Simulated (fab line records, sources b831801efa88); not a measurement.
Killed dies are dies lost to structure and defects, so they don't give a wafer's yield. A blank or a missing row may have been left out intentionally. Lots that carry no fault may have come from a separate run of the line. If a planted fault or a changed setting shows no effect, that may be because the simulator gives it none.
A struck lot beside a sound one + flow gf180mcu + 20 steps out of a route of 602
Sound: the wafers L683.1, L683.2, L683.4. Wafers struck: L687.3, L687.5, L687.6. The cause is given at the end.
For every step that has rows: the tool of each side, followed by ch and its chambers, followed by its first start. Under that, the readings that differ: sound wafers + struck wafers + difference of the means + sigmas: that difference in standard deviations of wafers without a fault.
alike: same words and numbers on both sides, and readings whose means sit less than 2 such deviations apart. not compared: any withheld reading, any reading some wafer has no value for, any bound like >300 that may hide the same value, and any number with overlapping values for which the record gives no deviation.
The two part at a step that has a row with sigmas, a row that says differs or no value, or rows on one side only. When numbers do not overlap yet have no deviation, they are printed without sigmas and do not part them. A reading missing from all wafers of one side parts the sides only when that side holds two or more wafers.

first, 3 steps without rows for these wafers: GF_MVPSD_EXPOSE_04 (exposes mask MVPSD, target cd 1000 nm); GF_MVPSD_PEB_05; GF_MVPSD_DEVELOP_06 (develop time 60 s).
GF_MVPSD_OVL_MEAS_07:
  sound: overlay-02 at day 5 06:02; struck: overlay-02 at day 6 07:31
  alike: MVPSD_OVL
then, 2 steps without rows for these wafers: GF_MVPSD_IMPLANT_08; GF_MVPSD_IMPLANT_09.
GF_MVPSD_STRIP_10: strips in O2/N2.
  sound on plasmaAsher-01 ch 0,1, day 5 06:23; struck on plasmaAsher-01 ch 0,1, day 6 07:52
  alike: drypumpMotorCurrentA, heaterPowerW, oesProductAu, stripTimeToEndpointS
  not compared: rfHoursCounterH
GF_MVPSD_TW_MEAS_11:
  sound: filmMetro-02 at day 5 06:29; struck: filmMetro-02 at day 6 07:57
  alike: MVPSD_TW
then, 4 steps without rows for these wafers: GF_VT_IMPLANT_DEHYDRATE_00 (time 60 s); GF_VT_IMPLANT_HMDS_01 (prime time 60 s); GF_VT_IMPLANT_COAT_02 (resist thk 1000 nm); GF_VT_IMPLANT_SOFTBAKE_03 (time 60 s).
GF_VT_IMPLANT_EXPOSE_04: exposes mask LVPWELL LV AREA, target cd 600 nm.
  sound on ilineStepper-02 ch 0, day 5 14:00; struck on ilineStepper-02 ch 0, day 6 15:12
| reading | sound                                                 | struck                                          | difference | sigmas |
|---------|-------------------------------------------------------|-------------------------------------------------|------------|--------|
| mask    | LVPWELL_LV_AREA#0 LVPWELL_LV_AREA#0 LVPWELL_LV_AREA#0 | Nwell_LV_AREA#0 Nwell_LV_AREA#0 Nwell_LV_AREA#0 | differs    |        |
  alike: stageVelMmS
then, 2 steps without rows for these wafers: GF_VT_IMPLANT_PEB_05; GF_VT_IMPLANT_DEVELOP_06 (develop time 60 s).
GF_VT_IMPLANT_OVL_MEAS_07:
  sound: overlay-01 at day 5 21:18; struck: overlay-02 at day 6 22:14
| reading             | sound          | struck | difference                    | sigmas |
|---------------------|----------------|--------|-------------------------------|--------|
| VT_IMPLANT_OVL (nm) | -0.2 -0.8 -0.5 | - - -  | no value on the struck wafers |        |
then, 1 step without rows for these wafers: GF_VT_IMPLANT_IMPLANT_08.
GF_VT_IMPLANT_STRIP_09: strips in O2/N2.
  sound on plasmaAsher-03 ch 0,1, day 5 21:29; struck on plasmaAsher-03 ch 0,1, day 6 22:26
  alike: drypumpMotorCurrentA, heaterPowerW, oesProductAu, stripTimeToEndpointS
  not compared: rfHoursCounterH
GF_VT_IMPLANT_TW_MEAS_10:
  sound: filmMetro-04 at day 5 21:35; struck: filmMetro-02 at day 6 22:45
| reading       | sound             | struck         | difference | sigmas      |
|---------------|-------------------|----------------|------------|-------------|
| VT_IMPLANT_TW | 563.3 560.5 561.6 | 29.9 29.8 30.0 | -531.9     | -99 or more |
  not compared: hold
then, 1 step without rows for these wafers: GF_PASSIVATION_PROBE_99.

== WHERE THEY PART ==
At GF_VT_IMPLANT_EXPOSE_04 first; at GF_VT_IMPLANT_TW_MEAS_10 last (within this record only).

WHY: whatever the simulator had introduced
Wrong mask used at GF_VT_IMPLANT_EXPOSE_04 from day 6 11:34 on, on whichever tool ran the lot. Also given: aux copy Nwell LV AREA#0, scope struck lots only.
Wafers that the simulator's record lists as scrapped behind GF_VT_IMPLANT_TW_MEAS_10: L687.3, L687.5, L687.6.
